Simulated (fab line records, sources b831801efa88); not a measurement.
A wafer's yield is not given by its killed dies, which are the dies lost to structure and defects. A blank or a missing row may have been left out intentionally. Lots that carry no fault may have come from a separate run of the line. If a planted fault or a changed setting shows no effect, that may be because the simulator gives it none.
Which of the tools did it?	flow gf180mcu	36 wafers from 12 lots sampled at 4 of the route's 602 steps

== WHAT THE GAUGES SHOWED, per wafer ==
GF_M4_OVL_MEAS_15.
lot	measured	on	M4_OVL (nm)
L211	day 23 09:49	overlay-02	2 -1 -4
L213	day 23 22:19	overlay-01	4 5 0
L215	day 24 20:48	overlay-01	5 6 17
L216	day 25 06:18	overlay-01	5 -3 6
L218	day 25 09:58	overlay-02	4 9 1
L219	day 26 05:45	overlay-01	-5 3 6
L220	day 26 07:16	overlay-01	4 4 -2
L221	day 26 18:55	overlay-01	9 3 3
L222	day 27 02:19	overlay-01	2 -11 -6
L224	day 27 14:49	overlay-02	-5 -7 -1
L225	day 28 00:30	overlay-01	5 3 11
L234	day 30 18:38	overlay-01	-3 -3 -3

GF_V4_THK_MEAS_03.
lot	measured	on	V4_CVD_02_THK (nm)
L211	day 23 10:44	film_metro-04	842 861 858
L213	day 23 23:15	film_metro-02	854 849 855
L215	day 24 21:52	film_metro-01	849 836 863
L216	day 25 07:12	film_metro-04	842 853 873
L218	day 25 10:59	film_metro-01	848 873 857
L219	day 26 06:39	film_metro-02	845 834 849
L220	day 26 08:16	film_metro-01	855 873 876
L221	day 26 19:49	film_metro-01	838 837 850
L222	day 27 03:16	film_metro-01	847 845 861
L224	day 27 15:46	film_metro-01	849 855 868
L225	day 28 01:26	film_metro-01	860 867 871
L234	day 30 19:33	film_metro-04	851 860 862

GF_V4_CD_MEAS_14: target cd 260 nm.
lot	measured	on	cd_nm (nm)
L211	day 24 09:38	cd_sem-02	261.2 260.6 261.7
L213	day 24 21:48	cd_sem-02	258.6 259.5 259.8
L215	day 25 19:40	cd_sem-02	260.3 260.8 260.0
L216	day 26 05:17	cd_sem-01	260.2 260.3 259.8
L218	day 26 08:38	cd_sem-01	258.4 259.5 258.0
L219	day 27 03:32	cd_sem-01	260.9 260.2 259.4
L220	day 27 05:32	cd_sem-02	259.9 258.9 259.4
L221	day 27 16:34	cd_sem-01	258.9 259.6 260.3
L222	day 27 23:53	cd_sem-02	259.1 258.6 259.4
L224	day 28 11:55	cd_sem-02	260.7 259.8 260.0
L225	day 28 21:56	cd_sem-02	264.4 263.3 262.5
L234	day 31 14:10	cd_sem-02	259.7 259.6 258.4

== TOOL THAT RAN EACH LOT (tool first, then ch and the chambers of the sampled wafers, then the start) ==
lot	GF_V4_SOFTBAKE_10
L211	litho_track-04 ch 0, day 23 22:00
L213	litho_track-01 ch 0, day 24 10:00
L215	litho_track-01 ch 0, day 25 08:00
L216	litho_track-01 ch 0, day 25 17:00
L218	litho_track-03 ch 0, day 25 22:00
L219	litho_track-01 ch 0, day 26 16:00
L220	litho_track-04 ch 0, day 26 19:00
L221	litho_track-04 ch 0, day 27 06:00
L222	litho_track-04 ch 0, day 27 13:00
L224	litho_track-01 ch 0, day 28 01:00
L225	litho_track-04 ch 0, day 28 11:00
L234	litho_track-03 ch 0, day 31 04:00
- GF_V4_SOFTBAKE_10: time 60 s.

== AS READ BY THE TOOLS THEMSELVES (means over the sampled wafers that have a number; for cases with no such wafer, the mark the record gives instead) ==
GF_V4_SOFTBAKE_10.
lot	tool	run_length_s (s)
L211	litho_track-04	89.27
L213	litho_track-01	89.19
L215	litho_track-01	89.23
L216	litho_track-01	89.24
L218	litho_track-03	88.86
L219	litho_track-01	89.22
L220	litho_track-04	89.30
L221	litho_track-04	89.33
L222	litho_track-04	89.32
L224	litho_track-01	89.24
L225	litho_track-04	93.85
L234	litho_track-03	88.86

== THE ANSWER, worked out from the rows above alone ==
Rule: what is usual is taken from the lots themselves. The widest of any qualifying gaps counts: lots, ordered by their means at a reading, are off when they make up no more than a third of the lots, leave a main group of 4 or more, and stand apart from it by 3 or more times the standard deviation of that group's means. A main group whose means are all the same, to the digits that the tables above print for the reading, isn't used. Also off: a lot with no number at a reading for which 4 or more lots have one. Where the step has rows for the other lots, those lots are counted as sound. Order of review: gauges by route order, followed by the tools' own readings, for which a lot's mean as printed above is used. The first step at which some lot is off is used, and at that step the reading that is off furthest; a lot without a number counts as furthest.
Off at GF_V4_CD_MEAS_14 (cd_nm): L225. Main group: mean 259.7 nm, sd 0.69.
A tool fits if, at a process step before that reading, it ran every lot that is off, and no sound lot after the first of them. The gauges at GF_V4_CD_MEAS_14 aren't tried: what is off there is off at GF_V4_SOFTBAKE_10 too, on other tools, and a gauge's error can't cause that. One fits: litho_track-04 at GF_V4_SOFTBAKE_10. Its last sound lot is L222 (day 27 13:00), its first lot that is off L225 (day 28 11:00): a fault that began between those two fits.
The tool's own readings at GF_V4_SOFTBAKE_10 bear it out: on the lots that are off they differ by more than 5 times the standard deviation of the sound lots' means. run_length_s reads 93.85 s there against 89.19 s on the sound lots.

== WHAT WAS PUT IN BY THE SIMULATOR ==
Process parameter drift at GF_V4_SOFTBAKE_10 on litho_track-04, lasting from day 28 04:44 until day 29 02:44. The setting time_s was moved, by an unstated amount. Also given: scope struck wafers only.
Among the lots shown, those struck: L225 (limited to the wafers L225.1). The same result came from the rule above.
